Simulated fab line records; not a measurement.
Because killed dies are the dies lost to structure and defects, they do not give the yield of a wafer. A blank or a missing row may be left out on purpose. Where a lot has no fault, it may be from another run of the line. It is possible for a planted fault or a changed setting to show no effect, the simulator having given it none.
Check for tools in common || flow gf180mcu || Sampled: 14 lots, 48 wafers

== THE REASON FOR OPENING IT ==
Of 14 lots, 2 have the reading PSD_TW flagged at GF_PSD_TW_MEAS_11. No-fault wafers: 3189, standard deviation 27.
Rule: a lot is flagged when every wafer of it that has a number lies more than 4 standard deviations from that mean, or none has a number. All remaining lots are regarded as sound.

{"lot": "L620", "measured": "day 14 16:31", "on": "film-metro-01", "PSD_TW, wafer by wafer": "3223 3234 3243", "flag": ""}
{"lot": "L622", "measured": "day 15 10:48", "on": "film-metro-04", "PSD_TW, wafer by wafer": "3169 3164 3145", "flag": ""}
{"lot": "L623", "measured": "day 15 17:08", "on": "film-metro-04", "PSD_TW, wafer by wafer": "3175 3155 3163", "flag": ""}
{"lot": "L625", "measured": "day 16 07:36", "on": "film-metro-04", "PSD_TW, wafer by wafer": "3139 3157 3161", "flag": ""}
{"lot": "L626", "measured": "day 16 22:23", "on": "film-metro-04", "PSD_TW, wafer by wafer": "3137 3171 3154", "flag": ""}
{"lot": "L627", "measured": "day 17 02:29", "on": "film-metro-01", "PSD_TW, wafer by wafer": "3234 3228 3220", "flag": ""}
{"lot": "L628", "measured": "day 17 11:10", "on": "film-metro-03", "PSD_TW, wafer by wafer": "3180 3175 3179", "flag": ""}
{"lot": "L629", "measured": "day 17 19:02", "on": "film-metro-03", "PSD_TW, wafer by wafer": "3169 3178 3172", "flag": ""}
{"lot": "L632", "measured": "day 19 02:34", "on": "film-metro-04", "PSD_TW, wafer by wafer": "3158 3170 3179", "flag": ""}
{"lot": "L638", "measured": "day 21 07:40", "on": "film-metro-01", "PSD_TW, wafer by wafer": "30 30 30 30 30 30", "flag": "FLAGGED"}
{"lot": "L639", "measured": "day 21 08:04", "on": "film-metro-01", "PSD_TW, wafer by wafer": "30 30 30 31 30 30", "flag": "FLAGGED"}
{"lot": "L640", "measured": "day 21 15:56", "on": "film-metro-03", "PSD_TW, wafer by wafer": "3192 3183 3188", "flag": ""}
{"lot": "L641", "measured": "day 22 03:23", "on": "film-metro-01", "PSD_TW, wafer by wafer": "3177 3193 3184", "flag": ""}
{"lot": "L642", "measured": "day 22 09:58", "on": "film-metro-03", "PSD_TW, wafer by wafer": "3198 3177 3211", "flag": ""}
Flagged lots average 30: -3159 relative to the usual, that is -99 or more standard deviations.

== LOT BY LOT: THE TOOL USED ==
The record holds 2 process steps before the reading, out of a route of 602 steps. Every cell lists first the tool, next ch and the chambers used by the sampled wafers, and last the start.
{"lot": "L620", "flag": "", "GF_PSD_IMPLANT_09": "implanter-02 ch 0, day 14 16:18", "GF_PSD_STRIP_10": "plasma-asher-03 ch 0,1, day 14 16:25"}
{"lot": "L622", "flag": "", "GF_PSD_IMPLANT_09": "implanter-04 ch 0, day 15 10:35", "GF_PSD_STRIP_10": "plasma-asher-02 ch 0,1, day 15 10:43"}
{"lot": "L623", "flag": "", "GF_PSD_IMPLANT_09": "implanter-02 ch 0, day 15 16:54", "GF_PSD_STRIP_10": "plasma-asher-02 ch 0,1, day 15 17:02"}
{"lot": "L625", "flag": "", "GF_PSD_IMPLANT_09": "implanter-03 ch 0, day 16 07:22", "GF_PSD_STRIP_10": "plasma-asher-02 ch 0,1, day 16 07:29"}
{"lot": "L626", "flag": "", "GF_PSD_IMPLANT_09": "implanter-03 ch 0, day 16 22:08", "GF_PSD_STRIP_10": "plasma-asher-03 ch 0,1, day 16 22:17"}
{"lot": "L627", "flag": "", "GF_PSD_IMPLANT_09": "implanter-02 ch 0, day 17 02:14", "GF_PSD_STRIP_10": "plasma-asher-04 ch 0,1, day 17 02:22"}
{"lot": "L628", "flag": "", "GF_PSD_IMPLANT_09": "implanter-02 ch 0, day 17 10:55", "GF_PSD_STRIP_10": "plasma-asher-02 ch 0,1, day 17 11:04"}
{"lot": "L629", "flag": "", "GF_PSD_IMPLANT_09": "implanter-04 ch 0, day 17 18:47", "GF_PSD_STRIP_10": "plasma-asher-03 ch 0,1, day 17 18:56"}
{"lot": "L632", "flag": "", "GF_PSD_IMPLANT_09": "implanter-04 ch 0, day 19 02:19", "GF_PSD_STRIP_10": "plasma-asher-03 ch 0,1, day 19 02:28"}
{"lot": "L638", "flag": "FLAGGED", "GF_PSD_IMPLANT_09": "implanter-04, day 21 07:25", "GF_PSD_STRIP_10": "plasma-asher-03 ch 0,1, day 21 07:34"}
{"lot": "L639", "flag": "FLAGGED", "GF_PSD_IMPLANT_09": "implanter-02, day 21 07:49", "GF_PSD_STRIP_10": "plasma-asher-04 ch 0,1, day 21 07:58"}
{"lot": "L640", "flag": "", "GF_PSD_IMPLANT_09": "implanter-04 ch 0, day 21 15:41", "GF_PSD_STRIP_10": "plasma-asher-04 ch 0,1, day 21 15:50"}
{"lot": "L641", "flag": "", "GF_PSD_IMPLANT_09": "implanter-03 ch 0, day 22 03:09", "GF_PSD_STRIP_10": "plasma-asher-02 ch 0,1, day 22 03:16"}
{"lot": "L642", "flag": "", "GF_PSD_IMPLANT_09": "implanter-03 ch 0, day 22 09:44", "GF_PSD_STRIP_10": "plasma-asher-03 ch 0,1, day 22 09:52"}
These steps, and what they do:
- GF_PSD_IMPLANT_09
- GF_PSD_STRIP_10: strips in O2/N2.
- GF_PSD_TW_MEAS_11

== FLAGGED AGAINST TOTAL, ONE TOOL AT A TIME (gauges that did the reading follow at the end) ==
{"step": "GF_PSD_IMPLANT_09", "tool": "implanter-02", "lots run": 5, "flagged": 1, "share of the flagged lots": "some", "sound lots run after its first flagged lot": 0}
{"step": "GF_PSD_IMPLANT_09", "tool": "implanter-03", "lots run": 4, "flagged": 0, "share of the flagged lots": "none", "sound lots run after its first flagged lot": "-"}
{"step": "GF_PSD_IMPLANT_09", "tool": "implanter-04", "lots run": 5, "flagged": 1, "share of the flagged lots": "some", "sound lots run after its first flagged lot": "1 (L640)"}
{"step": "GF_PSD_STRIP_10", "tool": "plasma-asher-02", "lots run": 5, "flagged": 0, "share of the flagged lots": "none", "sound lots run after its first flagged lot": "-"}
{"step": "GF_PSD_STRIP_10", "tool": "plasma-asher-03", "lots run": 6, "flagged": 1, "share of the flagged lots": "some", "sound lots run after its first flagged lot": "1 (L642)"}
{"step": "GF_PSD_STRIP_10", "tool": "plasma-asher-04", "lots run": 3, "flagged": 1, "share of the flagged lots": "some", "sound lots run after its first flagged lot": "1 (L640)"}
{"step": "GF_PSD_TW_MEAS_11", "tool": "film-metro-01", "lots run": 5, "flagged": 2, "share of the flagged lots": "all", "sound lots run after its first flagged lot": "1 (L641)"}
{"step": "GF_PSD_TW_MEAS_11", "tool": "film-metro-03", "lots run": 4, "flagged": 0, "share of the flagged lots": "none", "sound lots run after its first flagged lot": "-"}
{"step": "GF_PSD_TW_MEAS_11", "tool": "film-metro-04", "lots run": 5, "flagged": 0, "share of the flagged lots": "none", "sound lots run after its first flagged lot": "-"}

== WHAT IS ALLOWED BY THE TABLE ==
In the table, 1 row covers all flagged lots: film-metro-01 at GF_PSD_TW_MEAS_11.
- film-metro-01 at GF_PSD_TW_MEAS_11 ran 5 lots, 2 of them flagged. Lots that were sound ran on it after the first flagged one (L641); a persistent fault on the entire tool would not allow that.
No row of the table ran every flagged lot and no sound lot after the first.

== WHAT THE SIMULATOR HAD PUT IN ==
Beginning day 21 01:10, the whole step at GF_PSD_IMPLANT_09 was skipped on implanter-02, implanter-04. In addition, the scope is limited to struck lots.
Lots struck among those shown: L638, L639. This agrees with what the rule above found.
